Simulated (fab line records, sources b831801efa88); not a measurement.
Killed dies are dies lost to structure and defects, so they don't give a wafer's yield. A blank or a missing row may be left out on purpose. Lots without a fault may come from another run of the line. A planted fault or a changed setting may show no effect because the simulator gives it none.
Which tool did it? | flow sky130 | 24 lots, 72 wafers sampled, at 4 steps of a route of 708

WHAT THE GAUGES READ, wafer by wafer
SKY_POLY_CUT_OVL_MEAS_09. Usual: POLY_CUT_OVL 2 nm, standard deviation 5.2.
lot  | measured     | on         | POLY_CUT_OVL (nm) | flag
L074 | day 24 02:51 | overlay-02 | 4 -7 1            |
L075 | day 24 09:06 | overlay-02 | -1 -4 8           |
L076 | day 25 00:50 | overlay-02 | 2 5 6             |
L077 | day 25 05:35 | overlay-02 | 2 -1 -4           |
L078 | day 26 05:32 | overlay-02 | -6 -12 -10        |
L079 | day 26 07:23 | overlay-01 | 7 3 0             |
L080 | day 26 12:05 | overlay-02 | 2 8 -1            |
L081 | day 26 18:46 | overlay-01 | -1 -1 2           |
L082 | day 27 09:20 | overlay-01 | -2 2 1            |
L083 | day 27 22:11 | overlay-02 | 8 12 3            |
L085 | day 28 06:10 | overlay-01 | 1 2 6             |
L084 | day 28 06:17 | overlay-02 | 3 10 -3           |
L086 | day 28 09:54 | overlay-02 | 1 -5 9            |
L087 | day 29 00:50 | overlay-01 | 5 4 7             |
L088 | day 29 08:47 | overlay-01 | 6 1 1             |
L089 | day 29 19:03 | overlay-01 | 8 4 7             |
L090 | day 30 00:17 | overlay-02 | 8 6 0             |
L091 | day 30 07:48 | overlay-01 | 0 6 -2            |
L092 | day 30 15:14 | overlay-01 | 7 1 4             |
L093 | day 30 16:34 | overlay-01 | -5 -6 2           |
L094 | day 30 20:31 | overlay-01 | 4 0 3             |
L095 | day 31 03:08 | overlay-02 | -2 5 8            |
L096 | day 31 16:55 | overlay-01 | 0 -2 -2           |
L097 | day 32 08:47 | overlay-02 | 4 3 6             |

SKY_CONTACT_BOW_MEAS_05. Usual: CONTACT_BOW 82 um, standard deviation 7.2.
lot  | measured     | on            | CONTACT_BOW (um) | flag
L074 | day 30 07:20 | film_metro-02 | 99 82 79         |
L075 | day 30 11:46 | film_metro-01 | 79 92 90         |
L076 | day 31 05:52 | film_metro-01 | 83 92 82         |
L077 | day 31 08:23 | film_metro-04 | 83 81 82         |
L078 | day 32 06:44 | film_metro-02 | 75 76 80         |
L079 | day 32 09:22 | film_metro-02 | 80 72 80         |
L080 | day 32 13:23 | film_metro-01 | 94 91 90         |
L081 | day 32 18:54 | film_metro-01 | 84 98 66         |
L082 | day 33 09:56 | film_metro-02 | 87 76 85         |
L083 | day 33 20:20 | film_metro-04 | 87 86 71         |
L085 | day 34 04:30 | film_metro-01 | 89 85 83         |
L084 | day 34 06:25 | film_metro-01 | 86 79 83         |
L086 | day 34 07:01 | film_metro-02 | 91 88 81         |
L087 | day 34 23:00 | film_metro-01 | 88 87 92         |
L088 | day 35 07:29 | film_metro-04 | 76 77 81         |
L089 | day 35 15:16 | film_metro-01 | 85 77 86         |
L090 | day 35 21:07 | film_metro-04 | 88 88 93         |
L091 | day 36 03:25 | film_metro-02 | 79 91 94         |
L092 | day 36 09:20 | film_metro-02 | 84 78 64         |
L093 | day 36 12:14 | film_metro-04 | 75 74 74         |
L094 | day 36 14:53 | film_metro-02 | 78 79 78         |
L095 | day 36 21:24 | film_metro-02 | 97 85 78         |
L096 | day 37 10:20 | film_metro-04 | 71 73 73         |
L097 | day 38 02:35 | film_metro-02 | 83 77 82         |

SKY_CONTACT_OVL_MEAS_15. Usual: CONTACT_OVL -2 nm, standard deviation 4.3.
lot  | measured     | on         | CONTACT_OVL (nm) | flag
L074 | day 31 10:42 | overlay-02 | -4 -2 2          |
L075 | day 31 15:10 | overlay-01 | 2 1 -1           |
L076 | day 32 09:37 | overlay-02 | 2 -1 6           |
L077 | day 32 12:00 | overlay-02 | 0 -8 -4          |
L078 | day 33 09:25 | overlay-02 | -7 -9 -4         |
L079 | day 33 12:28 | overlay-02 | 1 1 -3           |
L080 | day 33 15:58 | overlay-01 | 3 -2 -3          |
L081 | day 33 22:15 | overlay-02 | -5 -9 -1         |
L082 | day 34 12:13 | overlay-01 | -8 -7 3          |
L083 | day 34 23:58 | overlay-02 | -3 -4 -7         |
L085 | day 35 07:28 | overlay-01 | -1 -8 -5         |
L084 | day 35 08:28 | overlay-01 | 0 0 -2           |
L086 | day 35 08:43 | overlay-02 | -1 -5 -1         |
L087 | day 36 01:43 | overlay-01 | -3 -8 -5         |
L088 | day 36 09:29 | overlay-01 | -6 4 -9          |
L089 | day 36 17:13 | overlay-01 | -10 -13 -11      |
L090 | day 36 22:58 | overlay-02 | 2 3 4            |
L091 | day 37 06:03 | overlay-01 | -6 -1 -1         |
L092 | day 37 11:35 | overlay-02 | -2 3 -2          |
L093 | day 37 14:52 | overlay-01 | 1 -4 -1          |
L094 | day 37 17:16 | overlay-02 | 9 6 4            |
L095 | day 37 23:55 | overlay-01 | -3 -6 -2         |
L096 | day 38 12:31 | overlay-02 | -4 2 1           |
L097 | day 39 03:43 | overlay-02 | -4 3 1           |

WHICH TOOL RAN EACH LOT (tool, then ch and the chambers of the sampled wafers, then the start)
lot  | SKY_SD_P_STRIP_10
L074 | plasma_asher-01 ch 0,1, day 25 08:21
L075 | plasma_asher-04 ch 0,1, day 25 13:29
L076 | plasma_asher-03 ch 0,1, day 26 06:39
L077 | plasma_asher-04 ch 0,1, day 26 11:08
L078 | plasma_asher-01 ch 0, day 27 10:55
L079 | plasma_asher-03 ch 0,1, day 27 12:31
L080 | plasma_asher-04 ch 0,1, day 27 16:27
L081 | plasma_asher-01 ch 0,1, day 27 23:40
L082 | plasma_asher-03 ch 0,1, day 28 14:18
L083 | plasma_asher-03 ch 0,1, day 29 03:01
L085 | plasma_asher-01 ch 0,1, day 29 10:59
L084 | plasma_asher-04 ch 1, day 29 11:00
L086 | plasma_asher-03 ch 0,1, day 29 14:53
L087 | plasma_asher-01 ch 0,1, day 30 04:57
L088 | plasma_asher-04 ch 0,1, day 30 13:22
L089 | plasma_asher-01 ch 0,1, day 30 23:25
L090 | plasma_asher-04 ch 0,1, day 31 04:59
L091 | plasma_asher-03 ch 0,1, day 31 11:24
L092 | plasma_asher-04 ch 0,1, day 31 18:39
L093 | plasma_asher-03 ch 0,1, day 31 20:52
L094 | plasma_asher-01 ch 0,1, day 32 00:15
L095 | plasma_asher-01 ch 0,1, day 32 07:09
L096 | plasma_asher-03 ch 0,1, day 32 20:34
L097 | plasma_asher-01 ch 0,1, day 33 12:18
- SKY_SD_P_STRIP_10: strips in O2/N2.

WHAT THE TOOLS THEMSELVES READ (means of the sampled wafers that have a number; where no wafer has one, the mark that the record gives instead)
SKY_SD_P_STRIP_10. Usual: drypump_motor_current_A 5.8 A, standard deviation 0.58; oes_product_au 0.618 a.u., standard deviation 0.0044; strip_time_to_endpoint_s 17.49 s, standard deviation 0.046.
lot  | tool            | drypump_motor_current_A (A) | oes_product_au (a.u.) | strip_time_to_endpoint_s (s) | flag
L074 | plasma_asher-01 | 5.3                         | 0.615                 | 17.49                        |
L075 | plasma_asher-04 | 6.3                         | 0.620                 | 17.46                        |
L076 | plasma_asher-03 | 5.6                         | 0.618                 | 17.53                        |
L077 | plasma_asher-04 | 6.2                         | 0.621                 | 17.50                        |
L078 | plasma_asher-01 | 4.8                         | 0.618                 | 17.56                        |
L079 | plasma_asher-03 | 5.6                         | 0.615                 | 17.53                        |
L080 | plasma_asher-04 | 6.4                         | 0.619                 | 17.52                        |
L081 | plasma_asher-01 | 5.8                         | 0.617                 | 17.53                        |
L082 | plasma_asher-03 | 5.7                         | 0.620                 | 17.48                        |
L083 | plasma_asher-03 | 5.6                         | 0.621                 | 17.39                        |
L085 | plasma_asher-01 | 5.3                         | 0.616                 | 17.51                        |
L084 | plasma_asher-04 | 6.2                         | 0.623                 | 17.51                        |
L086 | plasma_asher-03 | 5.7                         | 0.620                 | 17.54                        |
L087 | plasma_asher-01 | 5.7                         | 0.617                 | 17.48                        |
L088 | plasma_asher-04 | 6.4                         | 0.622                 | 17.53                        |
L089 | plasma_asher-01 | 5.8                         | 0.615                 | 17.44                        |
L090 | plasma_asher-04 | 6.4                         | 0.621                 | 17.46                        |
L091 | plasma_asher-03 | 5.6                         | 0.619                 | 17.54                        |
L092 | plasma_asher-04 | 6.3                         | 0.616                 | 17.51                        |
L093 | plasma_asher-03 | 5.6                         | 0.623                 | 17.46                        |
L094 | plasma_asher-01 | 5.7                         | 0.622                 | 17.55                        |
L095 | plasma_asher-01 | 5.3                         | 0.619                 | 17.46                        |
L096 | plasma_asher-03 | 5.6                         | 0.623                 | 17.51                        |
L097 | plasma_asher-01 | 5.7                         | 0.616                 | 17.49                        |

THE ANSWER, worked out from the rows above alone
Rule: a lot is off if the mean of its wafers that have a number lies more than 3 standard deviations from the usual mean. A lot without any number at a reading at which 4 lots or more have one is off too. The other lots that the step has rows for count as sound. The gauges are gone through in route order, then the tools' own readings, and for those a lot's mean is taken as printed above. The first step at which some lot is off is used, and at that step the reading that is off furthest; a lot without a number counts as furthest.
No lot is off at any reading shown: from this, nothing can be told.

WHAT THE SIMULATOR HAD PUT IN
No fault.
